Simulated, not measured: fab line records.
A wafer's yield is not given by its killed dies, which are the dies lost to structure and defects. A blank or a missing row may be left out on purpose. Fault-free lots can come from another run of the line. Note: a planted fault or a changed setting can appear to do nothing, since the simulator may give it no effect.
Struck lot and sound lot, side by side    flow sky130    15 steps out of a route of 708
Sound: the wafers L472.3, L472.4, L472.6. Wafers struck: L480.3, L480.4, L480.5. The cause comes at the end.
At each step with rows: each side's tool, then ch and its chambers, then its first start. Under that, the readings that differ: sound wafers    struck wafers    difference of the means    sigmas: that difference in standard deviations of wafers without a fault.
alike: same words and numbers on both sides, and readings whose means sit less than 2 such deviations apart. not compared: any withheld reading, any reading some wafer has no value for, any bound like >300 that may hide the same value, and any number with overlapping values for which the record gives no deviation.
The two part at a step that has a row with sigmas, a row that says differs or no value, or rows on one side only. Numbers that don't overlap but have no deviation are shown without sigmas and don't part them. A reading that every wafer of one side lacks parts them only if that side has two wafers or more.

SKY_FIELD_ISO_ETCH_17: etches Si in HBr/Cl2/O2, target depth 342 nm, time 97.7 s.
  sound on rie_si-01 ch 0,1,3, day 2 14:48; struck on rie_si-01 ch 0,3, day 4 09:38
  alike: HBr_flow_sccm, O2_flow_sccm, drypump_motor_current_A, oes_product_au, throttle_valve_pct
  not compared: rf_hours_counter_h
then, 5 steps without rows for these wafers: SKY_FIELD_ISO_WET_ETCH_18 (etches Si3N4 in H3PO4, target depth 25 nm, time 286 s); SKY_FIELD_ISO_CLEAN_19 (cleans in SC1/SC2, time 150 s); SKY_FIELD_ISO_CLEAN_20 (cleans in dHF, time 20 s); SKY_FIELD_ISO_WET_ETCH_21 (etches SiO2 in dHF, target depth 20 nm, time 400 s); SKY_FIELD_ISO_OXIDATION_22 (stabilise 600 s, purge 300 s, target thk 10 nm).
SKY_FIELD_ISO_THK_MEAS_23:
  sound: film_metro-04 at day 2 17:04; struck: film_metro-04 at day 4 11:13
  alike: FIELD_ISO_OXIDATION_01_THK
then, 1 step without rows for these wafers: SKY_FIELD_ISO_CVD_24 (deposits SiO2, target thk 595 nm, time 99.2 s).
SKY_FIELD_ISO_THK_MEAS_25:
  sound: film_metro-02 at day 2 17:11; struck: film_metro-01 at day 4 11:20
  alike: FIELD_ISO_CVD_24_THK
then, 1 step without rows for these wafers: SKY_FIELD_ISO_ANNEAL_26 (time 1800 s).
SKY_FIELD_ISO_CMP_27: polishes, stops on Si3N4, t overpolish 16 s, target thk 457.8 nm.
  sound on cmp-01 ch 1,2, day 2 22:31; struck on cmp-02 ch 0,1,2, day 4 14:08
  alike: motor_current_A, overpolish_run_s, slurry_flow_ml_min, time_to_endpoint_s
then, 1 step without rows for these wafers: SKY_FIELD_ISO_WET_ETCH_28 (etches SiO2 in dHF, target depth 23.7 nm, time 47 s).
SKY_FIELD_ISO_WET_ETCH_29: etches Si3N4 in H3PO4, target depth 160 nm, time 1825 s.
  sound on wet_bench-02 ch 1, day 2 22:47; struck on wet_bench-03 ch 3, day 4 14:22
  no value came back on the struck wafers for bath_guard_temp_C (C), bath_heat_duty_pct (%); on the sound wafers bath_guard_temp_C (C) reads 160.5 161.1 160.8
reading                                      sound  struck           difference  sigmas
model.Si3N4_of_FIELD_ISO_CVD_03.thk_nm (nm)  0 0 0  122.5 122.2 123  +122.6      
then, 1 step without rows for these wafers: SKY_FIELD_ISO_WET_ETCH_30 (etches SiO2 in dHF, target depth 25 nm, time 50 s).
-- the record jumps here: 44 days lie between the struck wafers' starts before and after (it left off in module FIELD_ISO and takes up again in module PAD_OPEN, whose first step shown is number 708 of the route) --
SKY_PAD_OPEN_PROBE_99:
  record: rows for the struck wafers here (prober-02, day 48 11:22), none for the sound ones

WHERE THEY PART
Earliest at SKY_FIELD_ISO_WET_ETCH_29; latest, in this record, at SKY_PAD_OPEN_PROBE_99.

WHY: what the simulator had put in
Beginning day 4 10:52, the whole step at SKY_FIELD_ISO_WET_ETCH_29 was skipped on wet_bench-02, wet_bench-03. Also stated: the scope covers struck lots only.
